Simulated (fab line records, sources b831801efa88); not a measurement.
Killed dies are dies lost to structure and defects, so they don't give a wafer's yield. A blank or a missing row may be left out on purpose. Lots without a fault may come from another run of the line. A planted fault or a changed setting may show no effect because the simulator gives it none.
Tool commonality check | flow sky130 | 12 lots, 45 wafers sampled

WHY IT WAS OPENED
At SKY_VT_ADJUST_HVTR_OVL_MEAS_08 the reading VT_ADJUST_HVTR_OVL is flagged on 3 of 12 lots. Wafers without a fault read -0.3 nm, standard deviation 1.5.
Rule: a lot is flagged when every wafer of it that has a number lies more than 4 standard deviations from that mean, or none has a number. The other lots count as sound.

lot  | measured     | on         | VT_ADJUST_HVTR_OVL (nm), wafer by wafer   | flag
L636 | day 10 09:11 | overlay-02 | -1.8 1.0 -0.6                             |
L637 | day 10 10:34 | overlay-01 | -0.2 -0.5 2.2                             |
L639 | day 10 19:31 | overlay-02 | -2.7 -2.0 -2.7                            |
L638 | day 10 20:25 | overlay-01 | 0.1 -0.5 -0.5                             |
L640 | day 11 07:45 | overlay-02 | 1.0 1.0 -0.7                              |
L645 | day 12 17:44 | overlay-02 | -156.3 -154.8 -154.5 -157.6 -156.2 -155.7 | FLAGGED
L646 | day 13 01:04 | overlay-02 | -157.1 -156.4 -157.9 -158.1 -158.2 -159.2 | FLAGGED
L647 | day 13 11:51 | overlay-02 | -159.1 -157.5 -158.0 -161.3 -158.7 -159.2 | FLAGGED
L650 | day 14 08:26 | overlay-02 | -1.6 -1.4 -2.0                            |
L651 | day 14 15:42 | overlay-01 | -0.8 0.1 1.5                              |
L654 | day 15 10:38 | overlay-01 | 1.5 3.0 0.0                               |
L656 | day 15 21:49 | overlay-02 | -0.8 -0.7 0.0                             |
The numbers of the flagged lots are -157.5 nm on average: -157.2 nm against the usual, or -99 or more standard deviations.

WHICH TOOL RAN EACH LOT
The record holds 2 process steps before the reading, out of a route of 708 steps. In each cell: the tool, then ch and the chambers that the sampled wafers went through, then the start.
lot  | flag    | SKY_NWELL_RTA_28                 | SKY_VT_ADJUST_HVTR_EXPOSE_04
L636 |         | rtp_anneal-02 ch 0, day 5 21:23  | iline_stepper-01 ch 0, day 9 21:44
L637 |         | rtp_anneal-02 ch 0, day 6 00:38  | iline_stepper-01 ch 0, day 9 23:21
L639 |         | rtp_anneal-02 ch 0, day 6 06:34  | iline_stepper-02 ch 0, day 10 07:43
L638 |         | rtp_anneal-02 ch 0, day 6 07:09  | iline_stepper-01 ch 0, day 10 08:33
L640 |         | rtp_anneal-01 ch 0, day 6 16:50  | iline_stepper-01 ch 0, day 10 19:46
L645 | FLAGGED | rtp_anneal-02 ch 0, day 7 21:08  | iline_stepper-02 ch 0, day 12 05:35
L646 | FLAGGED | rtp_anneal-02 ch 0, day 8 03:57  | iline_stepper-02 ch 0, day 12 12:48
L647 | FLAGGED | rtp_anneal-02 ch 0, day 8 12:20  | iline_stepper-02 ch 0, day 12 23:14
L650 |         | rtp_anneal-01 ch 0, day 9 05:11  | iline_stepper-01 ch 0, day 13 19:34
L651 |         | rtp_anneal-02 ch 0, day 9 12:35  | iline_stepper-01 ch 0, day 14 03:02
L654 |         | rtp_anneal-01 ch 0, day 10 03:19 | iline_stepper-01 ch 0, day 14 20:48
L656 |         | rtp_anneal-02 ch 0, day 10 13:54 | iline_stepper-01 ch 0, day 15 08:45
What these steps do:
- SKY_NWELL_RTA_28: time 30 s.
- SKY_VT_ADJUST_HVTR_EXPOSE_04: exposes mask HVTRM, target cd 380 nm.
- SKY_VT_ADJUST_HVTR_OVL_MEAS_08

FLAGGED OVER TOTAL, TOOL BY TOOL (the gauges that took the reading come last)
step                           | tool             | lots run | flagged | share of the flagged lots | sound lots run after its first flagged lot
SKY_NWELL_RTA_28               | rtp_anneal-01    | 3        | 0       | none                      | -
SKY_NWELL_RTA_28               | rtp_anneal-02    | 9        | 3       | all                       | 2 (L651,L656)
SKY_VT_ADJUST_HVTR_EXPOSE_04   | iline_stepper-01 | 8        | 0       | none                      | -
SKY_VT_ADJUST_HVTR_EXPOSE_04   | iline_stepper-02 | 4        | 3       | all                       | 0
SKY_VT_ADJUST_HVTR_OVL_MEAS_08 | overlay-01       | 4        | 0       | none                      | -
SKY_VT_ADJUST_HVTR_OVL_MEAS_08 | overlay-02       | 8        | 3       | all                       | 2 (L650,L656)

WHAT THE TABLE ALLOWS
3 rows of the table ran every flagged lot: rtp_anneal-02 at SKY_NWELL_RTA_28, iline_stepper-02 at SKY_VT_ADJUST_HVTR_EXPOSE_04, overlay-02 at SKY_VT_ADJUST_HVTR_OVL_MEAS_08.
- rtp_anneal-02 at SKY_NWELL_RTA_28: 3 of its 9 lots flagged. Sound lots ran on it after the first flagged one (L651, L656), which a lasting fault on the whole tool wouldn't allow.
- iline_stepper-02 at SKY_VT_ADJUST_HVTR_EXPOSE_04: 3 of its 4 lots flagged. Its last sound lot is L639 (day 10 07:43), its first flagged lot L645 (day 12 05:35): a fault that began between those two fits.
- overlay-02 at SKY_VT_ADJUST_HVTR_OVL_MEAS_08: 3 of its 8 lots flagged. Sound lots ran on it after the first flagged one (L650, L656), which a lasting fault on the whole tool wouldn't allow.
One tool is left: iline_stepper-02 at SKY_VT_ADJUST_HVTR_EXPOSE_04.

WHAT THE SIMULATOR HAD PUT IN
Scanner matching overlay: iline_stepper-02, from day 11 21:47 on, at SKY_VT_ADJUST_HVTR_EXPOSE_04. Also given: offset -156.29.
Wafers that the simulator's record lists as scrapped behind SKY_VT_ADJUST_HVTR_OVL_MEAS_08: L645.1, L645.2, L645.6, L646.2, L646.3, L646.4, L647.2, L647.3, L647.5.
Lots struck among those shown: L645, L646, L647. The rule above found the same.
